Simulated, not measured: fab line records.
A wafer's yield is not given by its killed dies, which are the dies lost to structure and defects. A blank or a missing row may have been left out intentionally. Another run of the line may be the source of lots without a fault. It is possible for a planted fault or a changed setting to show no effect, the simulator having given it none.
Comparing a struck lot with a sound one | flow sky130 | 22 steps out of a route of 708
Sound: wafers L538.1, L538.2, L538.5. Struck: wafer L541.1. (L541.5 of the same lot was not struck and is left out.) The cause comes at the end.
Order at every step that has rows: each side's tool, ch and its chambers, its first start. Under that, the readings that differ: sound wafers | struck wafers | difference of the means | sigmas: that difference in standard deviations of wafers without a fault.
alike: same words and numbers on both sides, and readings whose means sit less than 2 such deviations apart. not compared: any withheld reading, any reading some wafer has no value for, any bound like >300 that may hide the same value, and any number with overlapping values for which the record gives no deviation.
Wherever a step has rows on one side only, a row that says differs or no value, or a row with sigmas, the two part there. Numbers that have no deviation but don't overlap get no sigmas and don't part them. A reading missing from all wafers of one side parts the sides only when that side holds two or more wafers.

first, 4 steps without rows for these wafers: SKY_NWELL_SOFTBAKE_06; SKY_NWELL_EXPOSE_07 (exposes mask NWM, target cd 840 nm); SKY_NWELL_PEB_08; SKY_NWELL_DEVELOP_09 (develop time 60 s).
SKY_NWELL_OVL_MEAS_10:
  struck on overlay-02, day 9 04:06; sound on overlay-01, day 8 09:12
  alike: NWELL_00_OVL
then, 3 steps without rows for these wafers: SKY_NWELL_IMPLANT_11; SKY_NWELL_IMPLANT_12; SKY_NWELL_IMPLANT_13.
SKY_NWELL_STRIP_14: strips in O2/N2.
  sound on plasma-asher-02 ch 0,1, day 8 09:41; struck on plasma-asher-01 ch 0, day 9 04:35
  alike: drypump-motor-current-A, oes-product-au, strip-time-to-endpoint-s
  not compared: rf-hours-counter-h
SKY_NWELL_TW_MEAS_15:
  struck on film-metro-01, day 9 04:41; sound on film-metro-03, day 8 09:47
  alike: NWELL_TW
then, 2 steps without rows for these wafers: SKY_NWELL_DEHYDRATE_16 (time 60 s); SKY_NWELL_HMDS_17 (prime time 60 s).
SKY_NWELL_COAT_18: resist thk 3000 nm.
  sound on litho-track-04 ch 0, day 8 20:06; struck on litho-track-02 ch 0, day 9 14:25
  reading                                 | sound          | struck | difference | sigmas
  model.coat_of_NWELL_COAT_18.thk-nm (nm) | 3007 3007 3009 | 2844   | -164       |
then, 3 steps without rows for these wafers: SKY_NWELL_SOFTBAKE_19; SKY_NWELL_EXPOSE_20 (exposes mask NWM COMPLEMENT, target cd 840 nm); SKY_NWELL_PEB_21.
SKY_NWELL_DEVELOP_22: develop time 60 s.
  sound on litho-track-03 ch 0; struck on litho-track-04 ch 0
  reading                                 | sound          | struck | difference | sigmas
  model.coat_of_NWELL_COAT_18.thk-nm (nm) | 3003 3003 3005 | 2840   | -164       |
  alike: developer-temp-C
SKY_NWELL_OVL_MEAS_23:
  struck on overlay-02, day 10 01:33; sound on overlay-02, day 9 07:00
  alike: NWELL_01_OVL
after that, 1 step had no rows for these wafers: SKY_NWELL_IMPLANT_24.
SKY_NWELL_STRIP_25: strips in O2/N2.
  sound on plasma-asher-03 ch 0,1, day 9 07:11; struck on plasma-asher-01 ch 0, day 10 02:06
  reading                      | sound             | struck | difference | sigmas
  strip-time-to-endpoint-s (s) | 36.99 36.98 37.01 | 35.15  | -1.84      | -15
  alike: drypump-motor-current-A, oes-product-au
  not compared: rf-hours-counter-h
SKY_NWELL_TW_MEAS_26:
  struck on film-metro-03, day 10 02:12; sound on film-metro-03, day 9 07:17
  alike: NWELL_2_TW
-- the record jumps here: 40 days lie between the struck wafers' starts before and after (it left off in module NWELL and takes up again in module PAD_OPEN, whose first step shown is number 708 of the route) --
SKY_PAD_OPEN_PROBE_99:
  struck on prober-02, day 50 05:10; sound on prober-01, day 49 12:31
  alike: killed_at_M0_to_M3, killed_at_M4_up, killed-at-contacts, killed-at-front-end, killed-dies, killed-open, killed-short

WHERE THEY PART
Within this record, at SKY_NWELL_STRIP_25 only. Later steps at which nothing parts them and some readings are alike: SKY_NWELL_TW_MEAS_26, SKY_PAD_OPEN_PROBE_99.

WHY: the cause the simulator had injected
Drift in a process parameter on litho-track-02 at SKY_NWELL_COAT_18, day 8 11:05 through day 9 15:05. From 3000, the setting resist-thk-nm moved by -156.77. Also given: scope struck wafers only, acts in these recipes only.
